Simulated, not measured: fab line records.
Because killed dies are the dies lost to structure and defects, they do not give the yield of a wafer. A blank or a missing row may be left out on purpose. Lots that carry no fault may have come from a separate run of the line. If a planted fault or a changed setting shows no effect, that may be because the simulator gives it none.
Which tool is to blame? + flow gf180mcu + Sampling: 13 lots, 39 wafers, 4 of 602 route steps

WHAT THE GAUGES SHOWED, per wafer
GF_STI_THK_MEAS_30.
| lot  | measured    | on           | STI_OXIDATION_02_THK (nm) |
|------|-------------|--------------|---------------------------|
| L496 | day 2 06:03 | filmMetro-03 | 9.94 10.15 10.05          |
| L497 | day 2 11:37 | filmMetro-03 | 10.00 10.05 10.09         |
| L499 | day 3 00:33 | filmMetro-01 | 9.98 9.93 10.07           |
| L500 | day 3 03:11 | filmMetro-01 | 9.70 9.66 9.77            |
| L501 | day 3 09:15 | filmMetro-03 | 10.01 9.81 10.01          |
| L502 | day 3 12:52 | filmMetro-04 | 9.50 9.58 9.49            |
| L503 | day 3 19:26 | filmMetro-01 | 9.89 9.95 9.95            |
| L505 | day 4 03:39 | filmMetro-03 | 9.43 9.70 9.69            |
| L506 | day 4 10:40 | filmMetro-03 | 9.73 9.89 9.93            |
| L507 | day 4 14:24 | filmMetro-01 | 10.05 10.22 10.14         |
| L508 | day 4 20:56 | filmMetro-01 | 9.95 10.10 10.04          |
| L511 | day 5 12:58 | filmMetro-01 | 9.96 9.84 9.87            |
| L519 | day 7 04:42 | filmMetro-03 | 9.97 10.16 10.10          |

GF_VT_IMPLANT_OVL_MEAS_18.
| lot  | measured     | on         | VT_IMPLANT_01_OVL (nm) |
|------|--------------|------------|------------------------|
| L496 | day 6 06:02  | overlay-01 | 1.5 0.8 0.0            |
| L497 | day 6 10:56  | overlay-01 | 0.1 -0.2 -1.1          |
| L499 | day 7 00:02  | overlay-02 | -0.4 0.8 0.1           |
| L500 | day 7 04:56  | overlay-01 | -1.6 0.1 -0.8          |
| L501 | day 7 12:46  | overlay-02 | 0.8 -0.4 1.6           |
| L502 | day 7 17:50  | overlay-01 | 0.5 0.6 2.0            |
| L503 | day 8 00:47  | overlay-02 | -1.7 0.0 1.0           |
| L505 | day 8 11:13  | overlay-01 | 0.6 0.6 0.0            |
| L506 | day 8 18:58  | overlay-02 | -0.6 0.6 -0.4          |
| L507 | day 9 01:02  | overlay-01 | 1.3 -0.1 -1.8          |
| L508 | day 9 08:44  | overlay-01 | -0.7 0.1 -1.3          |
| L511 | day 10 04:37 | overlay-01 | 0.5 0.9 1.3            |
| L519 | day 12 08:32 | overlay-02 | 1.3 1.4 1.4            |

EACH LOT AND THE TOOL THAT RAN IT (in order: tool; ch and the chambers of the sampled wafers; start)
| lot  | GF_STI_ETCH_14                 | GF_STI_STRIP_15                    |
|------|--------------------------------|------------------------------------|
| L496 | rieSi-02 ch 1,3, day 2 01:51   | plasmaAsher-04 ch 0,1, day 2 01:55 |
| L497 | rieSi-01 ch 0,1, day 2 06:17   | plasmaAsher-04 ch 0,1, day 2 06:23 |
| L499 | rieSi-02 ch 0,1,2, day 2 16:49 | plasmaAsher-02 ch 0,1, day 2 16:53 |
| L500 | rieSi-01 ch 1,3, day 2 22:16   | plasmaAsher-02 ch 0,1, day 2 22:20 |
| L501 | rieSi-01 ch 1,2,3, day 3 03:47 | plasmaAsher-03 ch 0,1, day 3 03:51 |
| L502 | rieSi-01 ch 1,2,3, day 3 08:35 | plasmaAsher-02 ch 0,1, day 3 08:39 |
| L503 | rieSi-02 ch 0,1,2, day 3 14:18 | plasmaAsher-02 ch 0,1, day 3 14:25 |
| L505 | rieSi-02 ch 0,1,3, day 3 23:12 | plasmaAsher-03 ch 0,1, day 3 23:16 |
| L506 | rieSi-01 ch 0,2,3, day 4 05:21 | plasmaAsher-04 ch 0,1, day 4 05:25 |
| L507 | rieSi-01 ch 0,3, day 4 09:48   | plasmaAsher-02 ch 0,1, day 4 09:55 |
| L508 | rieSi-01 ch 0,1, day 4 15:27   | plasmaAsher-03 ch 0,1, day 4 15:34 |
| L511 | rieSi-02 ch 1,2, day 5 07:03   | plasmaAsher-04 ch 0,1, day 5 07:07 |
| L519 | rieSi-02 ch 0,1,2, day 6 23:07 | plasmaAsher-04 ch 0,1, day 6 23:11 |
- GF_STI_ETCH_14: etches Si in HBr/Cl2/O2, target depth 360 nm, time 102.9 s.
- GF_STI_STRIP_15: strips in O2/N2.

AS READ BY THE TOOLS THEMSELVES (means over the sampled wafers that have a number; for cases with no such wafer, the mark the record gives instead)
GF_STI_ETCH_14.
| lot  | tool     | drypumpMotorCurrentA (A) | oesProductAu (a.u.) | runLengthS (s) | throttleValvePct (%) |
|------|----------|--------------------------|---------------------|----------------|----------------------|
| L496 | rieSi-02 | 6.3                      | 0.984               | 131.5          | 25.671               |
| L497 | rieSi-01 | 5.3                      | 1.008               | 131.3          | 25.653               |
| L499 | rieSi-02 | 6.6                      | 0.991               | 132.0          | 25.665               |
| L500 | rieSi-01 | 5.2                      | 0.983               | 131.6          | 25.674               |
| L501 | rieSi-01 | 5.3                      | 0.996               | 132.0          | 25.649               |
| L502 | rieSi-01 | 5.3                      | 0.986               | 131.9          | 25.667               |
| L503 | rieSi-02 | 6.5                      | 0.999               | 131.8          | 25.664               |
| L505 | rieSi-02 | 6.3                      | 0.978               | 131.5          | 25.674               |
| L506 | rieSi-01 | 5.3                      | 1.008               | 131.4          | 25.656               |
| L507 | rieSi-01 | 5.2                      | 1.016               | 131.4          | 25.655               |
| L508 | rieSi-01 | 5.3                      | 0.992               | 118.8          | 25.665               |
| L511 | rieSi-02 | 6.7                      | 0.999               | 131.9          | 25.653               |
| L519 | rieSi-02 | 6.6                      | 0.996               | 131.8          | 25.665               |

GF_STI_STRIP_15.
| lot  | tool           | drypumpMotorCurrentA (A) | heaterPowerW (W) | oesProductAu (a.u.) | stripTimeToEndpointS (s) |
|------|----------------|--------------------------|------------------|---------------------|--------------------------|
| L496 | plasmaAsher-04 | 6.0                      | 356              | 0.388               | 3.78                     |
| L497 | plasmaAsher-04 | 6.0                      | 398              | 0.379               | 3.66                     |
| L499 | plasmaAsher-02 | 5.2                      | 380              | 0.391               | 3.78                     |
| L500 | plasmaAsher-02 | 5.2                      | 376              | 0.386               | 3.75                     |
| L501 | plasmaAsher-03 | 5.4                      | 275              | 0.378               | 3.61                     |
| L502 | plasmaAsher-02 | 5.1                      | 349              | 0.390               | 3.80                     |
| L503 | plasmaAsher-02 | 5.2                      | 381              | 0.382               | 3.71                     |
| L505 | plasmaAsher-03 | 5.7                      | 283              | 0.383               | 3.74                     |
| L506 | plasmaAsher-04 | 6.1                      | 361              | 0.379               | 3.64                     |
| L507 | plasmaAsher-02 | 5.1                      | 344              | 0.386               | 3.73                     |
| L508 | plasmaAsher-03 | 5.4                      | 277              | 0.392               | 3.90                     |
| L511 | plasmaAsher-04 | 5.9                      | 400              | 0.388               | 3.77                     |
| L519 | plasmaAsher-04 | 6.0                      | 360              | 0.382               | 3.68                     |

THE ANSWER, worked out from the rows above alone
Rule: what is usual is taken from the lots themselves. Put in order of their means at a reading, lots are off if they are a third of the lots or fewer, leave a main group of 4 or more, and stand apart from it by a gap of 3 or more times the standard deviation of the main group's means; of several such gaps the widest counts. A main group is skipped when, at the precision printed for the reading in the tables above, its means are all equal. Also off: a lot with no number at a reading for which 4 or more lots have one. Where the step has rows for the other lots, those lots are counted as sound. First the gauges in route order, then the tools' own readings, where a lot's mean is used as printed above. At the first step where some lot is off, the reading lying furthest off is the one used; lots without a number count as furthest.
Off, at GF_STI_ETCH_14 on runLengthS: L508. The main group has a mean of 131.7 s with a standard deviation of 0.24.
If a tool, at that step or one of the process steps before it, ran each lot that is off and ran no sound lot following the first of them, it fits. One fits: rieSi-01 at GF_STI_ETCH_14. A fault onset in the window from L507 (day 4 09:48, its last sound lot) to L508 (day 4 15:27, its first lot off) fits.
The tool's own readings at GF_STI_ETCH_14 bear it out: on the lots that are off they differ by more than 5 times the standard deviation of the sound lots' means. runLengthS reads 118.8 s there against 131.7 s on the sound lots.

WHAT THE SIMULATOR PUT IN
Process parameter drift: rieSi-01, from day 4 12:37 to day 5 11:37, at GF_STI_ETCH_14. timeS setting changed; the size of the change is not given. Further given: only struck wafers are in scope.
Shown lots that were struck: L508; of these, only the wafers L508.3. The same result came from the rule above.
